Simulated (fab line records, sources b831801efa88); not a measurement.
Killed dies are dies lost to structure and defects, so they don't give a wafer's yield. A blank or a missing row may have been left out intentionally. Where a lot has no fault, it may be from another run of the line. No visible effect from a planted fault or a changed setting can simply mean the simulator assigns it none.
fab line records    flow sky130
[record] lots = 6  wafers = 18  last-day = 50
route steps=708 shown CAPM@546 METAL3@555 PAD_OPEN@708
lots with no fault: from the same line, run without faults
start-h: start of the lot's first displayed wafer, in hours after the record's first day    wait-h: time in hours since the lot's previous step    " repeats the value in the row above    L1.1+2: a row that stands for several wafers    - no value present, or no start provided    * or withheld: withheld    < > ~ a bound
route shown NAME@n: NAME is a module with steps in the file, n the number in the route of the first one    usual: the fault-free wafers' mean and standard deviation    same: alike in all rows    chamber/n: place in a boat    sites: per-site readings    _std_site: the standard deviation of these    _edge_site: mean of outer sites minus mean of inner sites    radius-mm: for every site, how far away it sits from the centre of the wafer    mask NAME#n: copy n    behind: the most recent tool/chamber to have shaped the wafer    hold: the reason the lot was held/the length of the hold in hours/how it ended    device: which transistor (n, p or np) failed to switch    end of line: the tests these same wafers got at the end of their route    a step with no rows: only its recipe    killed: dies that structure and defects cost at the first sort, which is not the same as the wafer's yield    map: a wafer's dies, marking killed ones x, the rest . and places with no die _
set.NAME: the setting that was run; set.NAME@STEP: the one run at that earlier step    model.NAME: the simulator's own value behind a step, which no gauge read
a table for each step, a row for each wafer; lots at some steps of the route
services: from which hour (start-h, from the record's first day; less than 0 if before it) a tool's chamber was out of use, for how many hours, and why
[[steps]]
[step SKY_CAPM_EXPOSE_09]
[recipe] mask-id = CAPM  na = 0.6  source-shape = conventional  sigma-outer = 0.6  polarization = unpolarized  target-cd-nm = 1000  dose-mj = 159
[step SKY_CAPM_PEB_10]
[recipe] temp-c = withheld  time-s = *  resist = NOVOLAK
[step SKY_CAPM_DEVELOP_11]
[recipe] resist = NOVOLAK  developer = TMAH  develop-time-s = 60  dev-temp-c = 23
[step SKY_CAPM_OVL_MEAS_12]
[usual] CAPM_OVL = -0.8/1.7
lot.wafer  tool        chamber  start-h  wait-h  CAPM_OVL[nm]
L662.2     overlay-02  -        902.69   0.1     0.6
L662.5     "           -        "        "       -1.5
L662.6     "           -        "        "       -0.3
L664.4     overlay-02  -        918.91   0.1     -1.3
L664.5     "           -        "        "       -0.2
L664.6     "           -        "        "       -1.7
L668.2     overlay-01  -        954.04   0.1     -3.0
L668.3     "           -        "        "       -2.3
L668.5     "           -        "        "       -3.0
L674.1     overlay-01  -        984.04   0.1     -1.3
L674.2     "           -        "        "       -3.5
L674.3     "           -        "        "       -1.7
L679.3     overlay-02  -        1022.00  0.1     -1.7
L679.4     "           -        "        "       -3.6
L679.6     "           -        "        "       -3.0
L681.1     overlay-02  -        1044.29  0.1     -2.1
L681.4     "           -        "        "       -2.7
L681.5     "           -        "        "       0.7
[step SKY_CAPM_METAL_ETCH_13]
[recipe] target-depth-nm = 220  stop-on = SiO2  chemistry = Cl2/BCl3  target = TiN  pressure-mtorr = 10  icp-w = 900  bias-w = 48.5  Cl2_flow_sccm = 60  bcl3-flow-sccm = 30  time-s = 62.9
[usual] drypump-motor-current-A = 5.8/0.52  oes-product-au = 0.942/0.0065  throttle-valve-pct = 21.901/0.01
lot.wafer  tool          chamber  start-h  wait-h  drypump-motor-current-A  oes-product-au  rf-hours-counter-h  throttle-valve-pct
L662.2     rie-metal-01  1        902.72   0.0     5.1                      0.940           10                  21.906
L662.5     "             1        "        "       5.1                      0.941           -                   21.916
L662.6     "             0        "        "       6.0                      0.943           -                   21.907
L664.4     rie-metal-01  0        918.95   0.0     6.0                      0.935           -                   21.902
L664.5     "             1        "        "       5.1                      0.935           -                   21.911
L664.6     "             0        "        "       6.0                      0.927           -                   21.919
L668.2     rie-metal-04  0        954.07   0.0     6.6                      0.944           13                  21.902
L668.3     "             1        "        "       6.0                      0.945           -                   21.909
L668.5     "             1        "        "       6.0                      0.937           -                   21.903
L674.1     rie-metal-01  0        984.08   0.0     6.0                      0.930           12                  21.893
L674.2     "             1        "        "       5.1                      0.934           14                  21.905
L674.3     "             1        "        "       5.1                      0.938           -                   21.895
L679.3     rie-metal-02  1        1022.05  0.0     5.5                      0.932           -                   21.897
L679.4     "             0        "        "       5.5                      0.942           -                   21.898
L679.6     "             1        "        "       5.5                      0.940           -                   21.894
L681.1     rie-metal-01  1        1044.33  0.0     5.1                      0.946           17                  21.906
L681.4     "             1        "        "       5.1                      0.941           -                   21.901
L681.5     "             1        "        "       5.1                      0.949           -                   21.901
[step SKY_CAPM_STRIP_14]
[recipe] chemistry = O2/N2  power-w = 1400  pressure-mtorr = 1500  platen-temp-c = withheld  o2-flow-sccm = 3000  n2-flow-sccm = 300  overash-fraction = 0.5
[usual] drypump-motor-current-A = 5.9/0.31  oes-product-au = 0.711/0.0047  strip-time-to-endpoint-s = 12.62/0.048
lot.wafer  tool             chamber  start-h  wait-h  drypump-motor-current-A  oes-product-au  rf-hours-counter-h  strip-time-to-endpoint-s
L662.2     plasma-asher-04  0        902.79   0.1     5.6                      0.714           78                  12.60
L662.5     "                0        "        "       5.6                      0.710           -                   12.56
L662.6     "                1        "        "       6.1                      0.718           -                   12.59
L664.4     plasma-asher-02  1        919.04   0.1     6.2                      0.706           -                   12.70
L664.5     "                1        "        "       6.2                      0.713           -                   12.64
L664.6     "                0        "        "       5.9                      0.710           -                   12.69
L668.2     plasma-asher-02  1        954.15   0.1     6.3                      0.713           20                  12.52
L668.3     "                1        "        "       6.3                      0.707           -                   12.56
L668.5     "                1        "        "       6.3                      0.708           -                   12.56
L674.1     plasma-asher-03  0        984.16   0.1     6.1                      0.708           55                  12.63
L674.2     "                1        "        "       5.4                      0.714           55                  12.66
L674.3     "                0        "        "       6.1                      0.714           -                   12.66
L679.3     plasma-asher-02  0        1022.14  0.1     5.8                      0.703           -                   12.63
L679.4     "                1        "        "       6.2                      0.705           -                   12.64
L679.6     "                0        "        "       5.8                      0.712           -                   12.62
L681.1     plasma-asher-04  1        1044.41  0.1     6.1                      0.706           93                  12.65
L681.4     "                1        "        "       6.1                      0.712           -                   12.69
L681.5     "                1        "        "       6.1                      0.704           -                   12.67
[step SKY_CAPM_STRIP_15]
[recipe] chemistry = post-etch-residue-remover  time-s = 1200  temp-c = 72.5
[step SKY_CAPM_CLEAN_16]
[recipe] chemistry = IPA  time-s = 180  temp-c = 25
[step SKY_CAPM_CLEAN_17]
[recipe] chemistry = O3/DIW  dry = n2-spin
[step SKY_METAL3_DEHYDRATE_05]
[recipe] temp-c = 200  time-s = 60
[step SKY_METAL3_HMDS_06]
[recipe] prime-time-s = 60  prime-temp-c = 120
[step SKY_METAL3_COAT_07]
[recipe] resist = BARC  temp-c = withheld  time-s = withheld  spin-rpm = 3000  resist-thk-nm = 60
[step SKY_METAL3_COAT_08]
[recipe] resist = KrF-thick  spin-rpm = 3000  resist-thk-nm = 1140
[usual] chill-plate-temp-C = 23.02/0.11  resist-line-temp-C = 22.99/0.12  spin-speed-rpm = 3000.2/2.1
lot.wafer  tool            chamber  start-h  wait-h  chill-plate-temp-C  resist-line-temp-C  spin-speed-rpm  model.KrF-thick_of_METAL3_COAT_08.thk-nm
L662.2     litho-track-02  0        916      -       22.88               23.19               3000.8          1147
L662.5     "               0        "        "       22.88               23.16               2998.6          1148
L662.6     "               0        "        "       22.92               22.93               3001.3          1144
L664.4     litho-track-04  0        931      -       22.80               22.76               3002.0          1136
L664.5     "               0        "        "       22.93               22.91               3001.9          1137
L664.6     "               0        "        "       23.02               22.79               3001.9          1136
L668.2     litho-track-04  0        966      -       23.23               23.08               3211.4          1103
L668.3     "               0        "        "       23.21               22.96               3211.6          1103
L668.5     "               0        "        "       23.10               22.98               3211.4          1104
L674.1     litho-track-04  0        996      -       23.22               22.73               3210.4          1101
L674.2     "               0        "        "       23.13               22.78               3209.4          1105
L674.3     "               0        "        "       23.09               22.98               3209.2          1104
L679.3     litho-track-03  0        1034     -       22.80               23.08               2995.9          1135
L679.4     "               0        "        "       22.89               23.05               3000.9          1132
L679.6     "               0        "        "       22.97               22.87               3000.0          1133
L681.1     litho-track-02  0        1056     -       22.98               23.05               3001.8          1141
L681.4     "               0        "        "       22.85               23.16               3000.8          1141
L681.5     "               0        "        "       22.98               23.10               3001.7          1140
[step SKY_METAL3_SOFTBAKE_09]
[recipe] temp-c = 100  time-s = 90  resist = KrF-thick
[step SKY_METAL3_EXPOSE_10]
[recipe] mask-id = MM3  na = 0.68  source-shape = annular  sigma-inner = 0.4  sigma-outer = 0.8  target-cd-nm = 300  dose-mj = 28
[step SKY_METAL3_PEB_11]
[recipe] peb-temp-c = withheld  peb-time-s = withheld  resist = KrF-thick
[step SKY_METAL3_DEVELOP_12]
[recipe] develop-time-s = 60  resist = KrF-thick  dev-temp-c = 21
[step SKY_METAL3_CD_MEAS_13]
[recipe] target-cd-nm = 300
[usual] cd-nm = 299.8/1.3
lot.wafer  tool       chamber  start-h  wait-h  cd-nm
L662.2     cd-sem-02  -        928.95   -       301.1
L662.5     "          -        "        "       300.4
L662.6     "          -        "        "       302.0
L664.4     cd-sem-02  -        944.59   -       300.4
L664.5     "          -        "        "       300.4
L664.6     "          -        "        "       299.2
L668.2     cd-sem-02  -        979.86   -       300.2
L668.3     "          -        "        "       298.1
L668.5     "          -        "        "       298.1
L674.1     cd-sem-01  -        1009.13  -       297.6
L674.2     "          -        "        "       297.2
L674.3     "          -        "        "       298.6
L679.3     cd-sem-01  -        1045.93  -       299.0
L679.4     "          -        "        "       298.9
L679.6     "          -        "        "       298.8
L681.1     cd-sem-02  -        1067.13  -       299.1
L681.4     "          -        "        "       298.6
L681.5     "          -        "        "       298.7
[step SKY_METAL3_OVL_MEAS_14]
[usual] METAL3_OVL = 4/5.4
lot.wafer  tool        chamber  start-h  wait-h  METAL3_OVL[nm]
L662.2     overlay-01  -        929.06   0.1     5
L662.5     "           -        "        "       5
L662.6     "           -        "        "       10
L664.4     overlay-01  -        944.67   0.1     6
L664.5     "           -        "        "       8
L664.6     "           -        "        "       8
L668.2     overlay-02  -        979.97   0.1     3
L668.3     "           -        "        "       0
L668.5     "           -        "        "       3
L674.1     overlay-01  -        1009.25  0.1     2
L674.2     "           -        "        "       1
L674.3     "           -        "        "       1
L679.3     overlay-01  -        1046.03  0.1     9
L679.4     "           -        "        "       4
L679.6     "           -        "        "       0
L681.1     overlay-02  -        1067.25  0.1     -1
L681.4     "           -        "        "       0
L681.5     "           -        "        "       2
[step SKY_METAL3_DESCUM_15]
[recipe] chemistry = O2  source-power-w = 150  bias-power-w = 0  pressure-mtorr = 10  temp-c = 40  time-s = 8
[usual] drypump-motor-current-A = 5.59/0.26  oes-product-au = 1.006/0.011
lot.wafer  tool          chamber  start-h  wait-h  drypump-motor-current-A  oes-product-au  rf-hours-counter-h
L662.2     rie-metal-02  0        929.09   0.0     5.47                     0.996           17
L662.5     "             1        "        "       5.50                     1.008           -
L662.6     "             0        "        "       5.45                     1.000           -
L664.4     rie-metal-03  1        944.70   0.0     5.82                     0.993           -
L664.5     "             0        "        "       5.66                     1.006           -
L664.6     "             1        "        "       5.82                     1.009           -
L668.2     rie-metal-02  0        980.00   0.0     5.47                     1.001           20
L668.3     "             1        "        "       5.50                     1.006           -
L668.5     "             0        "        "       5.45                     0.983           -
L674.1     rie-metal-01  0        1009.29  0.0     6.04                     1.026           13
L674.2     "             1        "        "       5.09                     1.014           15
L674.3     "             0        "        "       6.01                     1.031           -
L679.3     rie-metal-02  1        1046.06  0.0     5.50                     1.009           -
L679.4     "             0        "        "       5.47                     1.000           -
L679.6     "             0        "        "       5.47                     0.991           -
L681.1     rie-metal-01  0        1067.29  0.0     6.00                     1.014           16
L681.4     "             1        "        "       5.11                     1.002           -
L681.5     "             1        "        "       5.09                     0.998           -
[step SKY_METAL3_ETCH_16]
[recipe] chemistry = N2/H2  target = BARC  ion-energy-ev = 200  bias-w = 100  pressure-mtorr = 30  n2-flow-sccm = 100  h2-flow-sccm = 200  icp-w = 500  stop-on = SiO2  time-s = 88.2  target-depth-a = 600
[usual] drypump-motor-current-A = 5.60/0.26  oes-product-au = 0.626/0.0044  throttle-valve-pct = 13.205/0.0095
lot.wafer  tool          chamber  start-h  wait-h  drypump-motor-current-A  oes-product-au  rf-hours-counter-h  throttle-valve-pct
L662.2     rie-metal-02  0        929.12   0.0     5.48                     0.627           17                  13.210
L662.5     "             1        "        "       5.50                     0.626           -                   13.210
L662.6     "             0        "        "       5.46                     0.632           -                   13.189
L664.4     rie-metal-03  1        944.75   0.0     5.82                     0.628           -                   13.203
L664.5     "             0        "        "       5.68                     0.630           -                   13.206
L664.6     "             1        "        "       5.80                     0.627           -                   13.210
L668.2     rie-metal-02  0        980.03   0.0     5.47                     0.622           20                  13.188
L668.3     "             1        "        "       5.54                     0.622           -                   13.218
L668.5     "             0        "        "       5.46                     0.627           -                   13.203
L674.1     rie-metal-01  0        1009.32  0.0     6.04                     0.626           13                  13.222
L674.2     "             1        "        "       5.14                     0.619           15                  13.186
L674.3     "             0        "        "       6.01                     0.620           -                   13.216
L679.3     rie-metal-02  1        1046.11  0.0     5.52                     0.619           -                   13.203
L679.4     "             0        "        "       5.46                     0.634           -                   13.197
L679.6     "             0        "        "       5.47                     0.623           -                   13.220
L681.1     rie-metal-01  0        1067.32  0.0     6.05                     0.620           16                  13.203
L681.4     "             1        "        "       5.12                     0.627           -                   13.205
L681.5     "             1        "        "       5.10                     0.632           -                   13.194
[step SKY_METAL3_ETCH_17]
[recipe] target = SiO2  stop-on = TiN  chemistry = C4F8/O2/Ar  source-w = 1500  bias-w = 1200  pressure-mtorr = 40  c4f8-flow-sccm = withheld  O2_flow_sccm = 6  Ar_flow_sccm = 300  time-s = 3.9  target-depth-a = 150
[usual] oes-product-au = 0.756/0.0072
lot.wafer  tool         chamber  start-h  wait-h  oes-product-au  rf-hours-counter-h
L662.2     rie-diel-04  3        929.22   0.1     0.749           19
L662.5     "            3        "        "       0.761           -
L662.6     "            2        "        "       0.763           -
L664.4     rie-diel-01  0        944.82   0.0     0.748           11
L664.5     "            3        "        "       0.757           -
L664.6     "            2        "        "       0.762           -
L668.2     rie-diel-03  1        980.13   0.1     0.746           4
L668.3     "            3        "        "       0.746           17
L668.5     "            0        "        "       0.752           -
L674.1     rie-diel-01  2        1009.42  0.1     0.752           27
L674.2     "            1        "        "       0.761           7
L674.3     "            3        "        "       0.763           21
L679.3     rie-diel-03  2        1046.18  0.0     0.744           4
L679.4     "            0        "        "       0.745           10
L679.6     "            3        "        "       0.753           -
L681.1     rie-diel-03  2        1067.42  0.1     0.762           5
L681.4     "            1        "        "       0.770           -
L681.5     "            2        "        "       0.755           -
[step SKY_METAL3_METAL_ETCH_18]
[recipe] target-depth-a = 8450  stop-on = SiO2  over-etch-frac = 0.3  time-s = 183.1  chemistry = Cl2/BCl3  resist-sidewall-deg = 88  pressure-mtorr = 10  icp-w = 900  bias-w = 48.5  Cl2_flow_sccm = 60  bcl3-flow-sccm = 30
[usual] drypump-motor-current-A = 5.6/0.33  oes-product-au = 0.866/0.0065  throttle-valve-pct = 22.263/0.0088
lot.wafer  tool          chamber  start-h  wait-h  drypump-motor-current-A  oes-product-au  rf-hours-counter-h  throttle-valve-pct  model.KrF-thick_of_METAL3_COAT_08.thk-nm
L662.2     rie-metal-01  1        929.24   0.0     5.1                      0.862           11                  22.275              528.2
L662.5     "             0        "        "       6.0                      0.861           -                   22.259              525
L662.6     "             1        "        "       5.1                      0.878           -                   22.254              524.7
L664.4     rie-metal-01  0        944.90   0.1     6.0                      0.865           -                   22.266              512.4
L664.5     "             0        "        "       6.0                      0.865           -                   22.257              512.3
L664.6     "             1        "        "       5.1                      0.872           -                   22.269              521.2
L668.2     rie-metal-03  1        980.15   0.0     5.8                      0.864           3                   22.267              478.7
L668.3     "             1        "        "       5.8                      0.862           -                   22.262              475.3
L668.5     "             1        "        "       5.8                      0.861           -                   22.271              475.4
L674.1     rie-metal-02  1        1009.44  0.0     5.5                      0.861           16                  22.247              475.8
L674.2     "             1        "        "       5.5                      0.867           -                   22.261              478.6
L674.3     "             1        "        "       5.5                      0.863           -                   22.265              478.9
L679.3     rie-metal-01  1        1046.26  0.1     5.1                      0.862           -                   22.259              520.5
L679.4     "             0        "        "       6.1                      0.864           -                   22.257              512.4
L679.6     "             0        "        "       6.1                      0.874           -                   22.259              503.9
L681.1     rie-metal-03  0        1067.44  0.0     5.6                      0.869           0                   22.262              531.2
L681.4     "             1        "        "       5.8                      0.865           -                   22.250              532.5
L681.5     "             0        "        "       5.7                      0.859           -                   22.251              527.2
[step SKY_METAL3_STRIP_19]
[recipe] chemistry = O2/N2  power-w = 1400  pressure-mtorr = 1500  platen-temp-c = withheld  o2-flow-sccm = 3000  n2-flow-sccm = 300  overash-fraction = 0.5
[usual] drypump-motor-current-A = 5.86/0.25  oes-product-au = 0.500/0.005  strip-time-to-endpoint-s = 6.48/0.077
lot.wafer  tool             chamber  start-h  wait-h  drypump-motor-current-A  oes-product-au  rf-hours-counter-h  strip-time-to-endpoint-s
L662.2     plasma-asher-02  1        929.41   0.1     6.29                     0.500           18                  6.56
L662.5     "                0        "        "       5.88                     0.496           -                   6.51
L662.6     "                1        "        "       6.26                     0.506           -                   6.51
L664.4     plasma-asher-01  1        945.05   0.1     5.86                     0.500           -                   6.38
L664.5     "                1        "        "       5.86                     0.500           -                   6.39
L664.6     "                0        "        "       5.59                     0.490           -                   6.49
L668.2     plasma-asher-02  0        980.32   0.1     5.90                     0.484           23                  6.06
L668.3     "                0        "        "       5.82                     0.480           -                   6.02
L668.5     "                1        "        "       6.25                     0.481           -                   6.01
L674.1     plasma-asher-04  1        1009.79  0.3     6.10                     0.484           89                  6.01
L674.2     "                0        "        "       5.56                     0.480           89                  6.06
L674.3     "                1        "        "       6.11                     0.484           -                   6.05
L679.3     plasma-asher-02  1        1046.41  0.1     6.27                     0.495           -                   6.45
L679.4     "                0        "        "       5.82                     0.498           -                   6.38
L679.6     "                0        "        "       5.86                     0.486           -                   6.30
L681.1     plasma-asher-04  0        1067.61  0.1     5.58                     0.503           95                  6.57
L681.4     "                0        "        "       5.56                     0.504           -                   6.57
L681.5     "                0        "        "       5.59                     0.500           -                   6.52
[step SKY_METAL3_STRIP_20]
[recipe] chemistry = post-etch-residue-remover  time-s = 1200  temp-c = 72.5
[step SKY_PAD_OPEN_PROBE_99]
[usual] defect-limited-yield = 82.8/2  killed_at_M0_to_M3 = 43/6.4  killed_at_M4_up = 3.1/2  killed-at-contacts = 24/5.2  killed-at-front-end = 15/4.3  killed-at-other = 0.2/0.48  killed-dies = 85/9.7  killed-open = 47/6.9  killed-short = 38/6.7  sort_bin_3_pad_short = 0.9/0.48  sort_bin_5_function = 10.3/1.6  sort_bin_6_memory = 6.1/0.97  sort-n-pass = 407/9.7  sort-yield-pct = 82.8/2
[same] gross-dies = 492  killed-at-back-side = 0  sort_bin_4_leakage[%] = 0  sort_bin_8_speed[%] = 0
lot.wafer  tool       chamber  start-h  wait-h  defect-limited-yield[%]  killed_at_M0_to_M3  killed_at_M4_up  killed-at-contacts  killed-at-front-end  killed-at-other  killed-dies  killed-open  killed-short  sort_bin_3_pad_short[%]  sort_bin_5_function[%]  sort_bin_6_memory[%]  sort-n-pass  sort-yield-pct[%]
L668.2     prober-02  -        1143.17  0.1     84.1                     46                  4                12                  16                   0                78           43           35            0.4                      11.4                    4.1                   414          84.1
L668.3     prober-02  -        1143.22  0.2     84.3                     38                  2                17                  20                   0                77           41           36            1.4                      8.1                     6.1                   415          84.3
L668.5     prober-02  -        1143.32  0.2     80.9                     42                  9                28                  15                   0                94           53           41            1.2                      12.8                    5.1                   398          80.9
L674.1     prober-01  -        1165.54  0.1     83.7                     39                  3                25                  13                   0                80           48           32            0.6                      9.1                     6.5                   412          83.7
L674.2     prober-01  -        1165.59  0.1     80.3                     50                  4                29                  14                   0                97           48           49            1.6                      12.0                    6.1                   395          80.3
L674.3     prober-01  -        1165.64  0.2     81.9                     49                  1                17                  21                   1                89           43           46            1.2                      10.8                    6.1                   403          81.9
// killed by level:class
L668.2 VIA2:geometric-particle:open=11 VIA1:geometric-particle:open=10 VIA3:geometric-particle:open=9 FIELD_ISO:geometric-particle:open=5 POLY_GATE:geometric-particle:short=5 LOCAL_INTERCONNECT:geometric-particle:short=4 VIA1:geometric-particle:short=4 METAL4:geometric-particle:short=4
L668.3 VIA3:geometric-particle:open=8 FIELD_ISO:geometric-particle:open=7 VIA1:geometric-particle:open=7 METAL2:geometric-particle:short=6 LOCAL_INTERCONNECT:geometric-particle:short=5 CONTACT:geometric-particle:open=5 METAL1:geometric-particle:short=5 VIA2:geometric-particle:open=5
L668.5 VIA1:geometric-particle:open=11 CONTACT:geometric-particle:open=9 CONTACT:geometric-particle:short=6 LI_CONTACT:geometric-particle:open=6 VIA3:geometric-particle:open=6 VIA2:geometric-particle:open=5 METAL4:geometric-particle:short=5 FIELD_ISO:geometric-particle:open=4
L674.1 VIA1:geometric-particle:open=10 LI_CONTACT:geometric-particle:open=8 CONTACT:geometric-particle:open=8 METAL2:geometric-particle:short=7 POLY_GATE:geometric-particle:open=5 LOCAL_INTERCONNECT:geometric-particle:short=5 VIA3:geometric-particle:open=5 METAL1:geometric-particle:short=4
L674.2 VIA1:geometric-particle:open=11 CONTACT:geometric-particle:open=10 METAL1:geometric-particle:short=6 LI_CONTACT:geometric-particle:open=6 CONTACT:geometric-particle:short=6 VIA1:geometric-particle:short=6 METAL3:geometric-particle:short=5 VIA3:geometric-particle:open=5
L674.3 METAL1:geometric-particle:short=10 LI_CONTACT:geometric-particle:open=7 FIELD_ISO:geometric-particle:open=6 VIA2:geometric-particle:open=6 FIELD_ISO:geometric-particle:short=5 VIA1:geometric-particle:open=5 VIA3:geometric-particle:short=5 POLY_GATE:geometric-particle:open=4
[[services]]
tool             chamber  start-h  hours  kind
rie-metal-03     1        888.97   -      clean
rie-metal-03     1        888.97   24.2   scheduled-down
rie-metal-03     1        888.97   24.2   vent-cycle
plasma-asher-02  -        894.69   10.6   repair
rie-diel-04      3        901.89   3.1    repair
rie-diel-04      3        934.55   16.0   repair
rie-diel-04      0        947.99   9.5    repair
rie-diel-01      3        961.16   3.8    repair
rie-diel-04      3        989.03   6.4    repair
rie-metal-02     -        997.21   1.5    repair
rie-diel-03      2        1004.32  1.4    repair
rie-metal-02     0        1005.76  -      clean
rie-metal-02     0        1005.76  14.4   scheduled-down
rie-metal-02     0        1005.76  14.4   vent-cycle
rie-metal-03     -        1008.56  14.6   pm
rie-diel-03      0        1011.33  5.5    repair
rie-metal-01     -        1012.74  2.8    pm
rie-diel-01      -        1014.01  15.6   pm
rie-diel-03      -        1018.14  0.6    repair
rie-diel-04      -        1024.61  2.8    pm
rie-metal-03     -        1044.14  2.8    pm
rie-diel-04      -        1044.61  1.1    repair
plasma-asher-01  -        1055.25  9.0    pm
rie-diel-03      0        1062.34  5.9    repair
[[key]]
[first-sign] step = SKY_METAL3_COAT_08  reading = spin-speed-rpm  direction = up  sigmas = 99+  usual = 3000.2  struck = 3210.6
[effect] step = SKY_METAL3_STRIP_19  reading = strip-time-to-endpoint-s  direction = down  sigmas = 5.8  usual = *  struck = *
[model-effect] step = SKY_METAL3_COAT_08  value = KrF-thick_of_METAL3_COAT_08.thk-nm  without = 1141  struck = 1103
[model-effect] step = SKY_METAL3_METAL_ETCH_18  value = KrF-thick_of_METAL3_COAT_08.thk-nm  without = 515.2  struck = 477.1
met-at SKY_METAL3_COAT_08
struck-wafers L668.2,L668.3,L668.5,L674.1,L674.2,L674.3
onset-between 931 966
[fault] kind = process-parameter-drift  tool = litho-track-04  chamber = -  onset-h = 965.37  steps = SKY_METAL3_COAT_08  channel = spin-rpm  offset = 210.72  shape = step  end-h = 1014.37  acts-in = these-recipes-only  stated = 3000
